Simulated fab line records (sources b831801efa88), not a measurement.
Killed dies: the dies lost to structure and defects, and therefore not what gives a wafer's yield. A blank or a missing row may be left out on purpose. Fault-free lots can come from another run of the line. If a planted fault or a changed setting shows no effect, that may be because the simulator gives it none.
What tool caused it? -- flow gf180mcu -- 72 wafers from 24 lots sampled at 4 of the route's 602 steps

WHAT THE GAUGES SHOWED, per wafer
GF_CONTACT_CD_MEAS_14: target cd 220 nm.
lot,measured,on,cd_nm (nm)
L074,day 16 08:58,cd_sem-02,220.0 219.9 220.6
L075,day 16 11:11,cd_sem-02,218.3 218.4 218.7
L076,day 16 19:02,cd_sem-01,221.8 221.0 221.0
L077,day 17 05:44,cd_sem-02,220.6 220.8 222.2
L078,day 17 12:59,cd_sem-02,219.2 220.7 220.4
L079,day 17 18:28,cd_sem-02,218.9 220.3 219.0
L081,day 18 13:18,cd_sem-02,220.5 221.5 219.7
L080,day 18 15:56,cd_sem-01,222.8 221.7 222.7
L082,day 18 19:03,cd_sem-02,221.0 220.7 221.1
L083,day 19 09:09,cd_sem-01,219.9 220.4 219.9
L084,day 19 16:20,cd_sem-02,222.5 221.2 223.1
L085,day 20 05:04,cd_sem-02,218.2 217.9 220.3
L086,day 20 12:17,cd_sem-01,219.7 220.0 219.5
L087,day 20 18:11,cd_sem-02,220.5 220.2 219.2
L088,day 21 02:53,cd_sem-01,219.2 219.2 219.9
L089,day 21 13:41,cd_sem-01,219.5 218.5 218.5
L090,day 21 17:01,cd_sem-01,220.0 218.2 219.0
L091,day 22 03:30,cd_sem-02,222.2 221.8 220.8
L092,day 22 15:01,cd_sem-01,220.0 218.6 219.9
L093,day 22 21:38,cd_sem-02,221.2 220.0 218.7
L094,day 23 02:41,cd_sem-02,222.9 222.6 221.9
L095,day 23 11:02,cd_sem-01,219.7 220.1 219.4
L096,day 23 19:30,cd_sem-01,220.2 220.8 221.1
L097,day 24 13:01,cd_sem-01,217.5 218.0 217.3

GF_V1_THK_MEAS_01.
lot,measured,on,V1_CVD_00_THK (nm)
L074,day 17 08:20,film_metro-02,588 601 601
L075,day 17 10:02,film_metro-03,601 602 606
L076,day 17 18:58,film_metro-01,601 592 595
L077,day 18 06:58,film_metro-03,612 614 616
L078,day 18 14:32,film_metro-01,598 606 607
L079,day 18 20:53,film_metro-01,600 605 603
L081,day 19 15:46,film_metro-02,601 599 601
L080,day 19 17:44,film_metro-01,603 596 611
L082,day 19 21:15,film_metro-01,605 602 607
L083,day 20 11:43,film_metro-02,597 601 605
L084,day 20 19:19,film_metro-01,595 594 597
L085,day 21 07:32,film_metro-01,600 606 595
L086,day 21 14:58,film_metro-03,604 605 604
L087,day 21 20:11,film_metro-02,601 606 599
L088,day 22 04:56,film_metro-02,599 599 589
L089,day 22 15:14,film_metro-01,604 598 593
L090,day 22 18:15,film_metro-03,605 605 607
L091,day 23 04:17,film_metro-01,605 608 611
L092,day 23 16:55,film_metro-02,609 609 608
L093,day 23 22:22,film_metro-01,601 602 603
L094,day 24 03:37,film_metro-01,608 604 603
L095,day 24 11:55,film_metro-02,601 608 599
L096,day 24 20:28,film_metro-01,607 598 602
L097,day 25 12:55,film_metro-02,589 606 599

WHAT TOOL EACH LOT RAN ON (gives the tool, then ch and the chambers of the sampled wafers, and finally the start)
lot,GF_CONTACT_CMP_04,GF_CONTACT_SPUTTER_22
L074,"cmp-02 ch 0,1,3, day 15 10:03","pvd_sputter-01, day 16 09:33"
L075,"cmp-02 ch 0,3, day 15 12:57","pvd_sputter-03, day 16 11:45"
L076,"cmp-02 ch 0,1,2, day 15 20:27","pvd_sputter-01, day 16 19:40"
L077,"cmp-01 ch 1,3, day 16 08:41","pvd_sputter-01, day 17 06:22"
L078,"cmp-02 ch 0,1,2, day 16 15:41","pvd_sputter-02, day 17 13:37"
L079,"cmp-02 ch 0,1,3, day 16 20:57","pvd_sputter-02, day 17 19:04"
L081,"cmp-02 ch 1,2,3, day 17 13:38","pvd_sputter-01, day 18 14:01"
L080,"cmp-01 ch 1,2,3, day 17 15:52","pvd_sputter-02, day 18 16:33"
L082,"cmp-02 ch 0,1,2, day 17 19:04","pvd_sputter-03, day 18 19:39"
L083,"cmp-01 ch 0,3, day 18 09:08","pvd_sputter-01, day 19 09:46"
L084,"cmp-02 ch 1,2,3, day 18 16:23","pvd_sputter-01, day 19 16:58"
L085,"cmp-01 ch 0,1,2, day 19 05:12","pvd_sputter-03, day 20 05:39"
L086,"cmp-01 ch 0,1, day 19 11:24","pvd_sputter-01, day 20 12:55"
L087,"cmp-01 ch 0,3, day 19 17:06","pvd_sputter-01, day 20 18:47"
L088,"cmp-02 ch 2,3, day 20 02:53","pvd_sputter-01, day 21 03:30"
L089,"cmp-02 ch 0,1,2, day 20 13:23","pvd_sputter-02, day 21 14:18"
L090,"cmp-02 ch 1,2, day 20 16:26","pvd_sputter-02, day 21 17:37"
L091,"cmp-01 ch 0,1,2, day 21 04:02","pvd_sputter-01, day 22 04:07"
L092,"cmp-01 ch 1,2,3, day 21 15:13","pvd_sputter-02, day 22 15:37"
L093,"cmp-02 ch 0,1,3, day 21 22:03","pvd_sputter-02, day 22 22:11"
L094,"cmp-02 ch 2,3, day 22 03:23","pvd_sputter-02, day 23 03:18"
L095,"cmp-01 ch 1,2,3, day 22 11:22","pvd_sputter-02, day 23 11:40"
L096,"cmp-02 ch 0,3, day 22 20:15","pvd_sputter-03, day 23 20:11"
L097,"cmp-01 ch 0,2,3, day 23 14:59","pvd_sputter-03, day 24 13:38"
- GF_CONTACT_CMP_04: polishes SiO2.
- GF_CONTACT_SPUTTER_22: material Ti, target thk 15 nm, time 80.02 s.

WHAT THE TOOLS THEMSELVES READ (means of the sampled wafers that have a number; where no wafer has one, the mark that the record gives instead)
GF_CONTACT_CMP_04.
lot,tool,motor_current_A (A),time_to_endpoint_s (s)
L074,cmp-02,11.7,116
L075,cmp-02,11.6,118
L076,cmp-02,12.0,119
L077,cmp-01,13.7,113
L078,cmp-02,12.0,116
L079,cmp-02,11.6,120
L081,cmp-02,11.9,118
L080,cmp-01,13.4,109
L082,cmp-02,12.3,115
L083,cmp-01,12.6,109
L084,cmp-02,11.7,107
L085,cmp-01,13.4,114
L086,cmp-01,12.9,116
L087,cmp-01,12.8,117
L088,cmp-02,12.8,109
L089,cmp-02,12.2,102
L090,cmp-02,12.0,101
L091,cmp-01,13.7,107
L092,cmp-01,14.2,118
L093,cmp-02,12.0,107
L094,cmp-02,12.2,104
L095,cmp-01,13.6,102
L096,cmp-02,11.5,108
L097,cmp-01,13.3,108

GF_CONTACT_SPUTTER_22.
lot,tool,cathode_dc_power_W (W),throttle_valve_pct (%)
L074,pvd_sputter-01,2500.1,31.1
L075,pvd_sputter-03,2500.5,30.6
L076,pvd_sputter-01,2499.7,29.7
L077,pvd_sputter-01,2500.5,29.6
L078,pvd_sputter-02,2499.7,29.8
L079,pvd_sputter-02,2499.9,29.1
L081,pvd_sputter-01,2500.3,30.2
L080,pvd_sputter-02,2499.7,29.2
L082,pvd_sputter-03,2500.3,29.6
L083,pvd_sputter-01,2499.4,31.1
L084,pvd_sputter-01,2500.3,28.7
L085,pvd_sputter-03,2500.1,30.7
L086,pvd_sputter-01,2499.7,28.6
L087,pvd_sputter-01,2500.0,29.9
L088,pvd_sputter-01,2499.9,29.2
L089,pvd_sputter-02,2499.9,29.9
L090,pvd_sputter-02,2499.6,30.0
L091,pvd_sputter-01,2499.3,29.7
L092,pvd_sputter-02,2499.9,30.0
L093,pvd_sputter-02,2500.1,30.1
L094,pvd_sputter-02,2500.2,30.1
L095,pvd_sputter-02,2500.4,29.9
L096,pvd_sputter-03,2499.5,29.9
L097,pvd_sputter-03,2500.1,30.6

THE ANSWER, worked out from the rows above alone
Rule: the lots themselves supply what counts as usual. Put in order of their means at a reading, lots are off if they are a third of the lots or fewer, leave a main group of 4 or more, and stand apart from it by a gap of 3 or more times the standard deviation of the main group's means; of several such gaps the widest counts. The tables above print the reading to a certain number of digits; a main group whose means all agree to those digits is not used. A lot without any number at a reading at which 4 lots or more have one is off too. All remaining lots with rows at the step are treated as sound. After the gauges, taken in route order, come the tools' own readings; for these a lot's mean is taken, as printed above. The first step at which some lot is off is used, and at that step the reading that is off furthest; a lot without a number counts as furthest.
No lot is off at any reading shown: from this, nothing can be told.

WHAT THE SIMULATOR PUT IN
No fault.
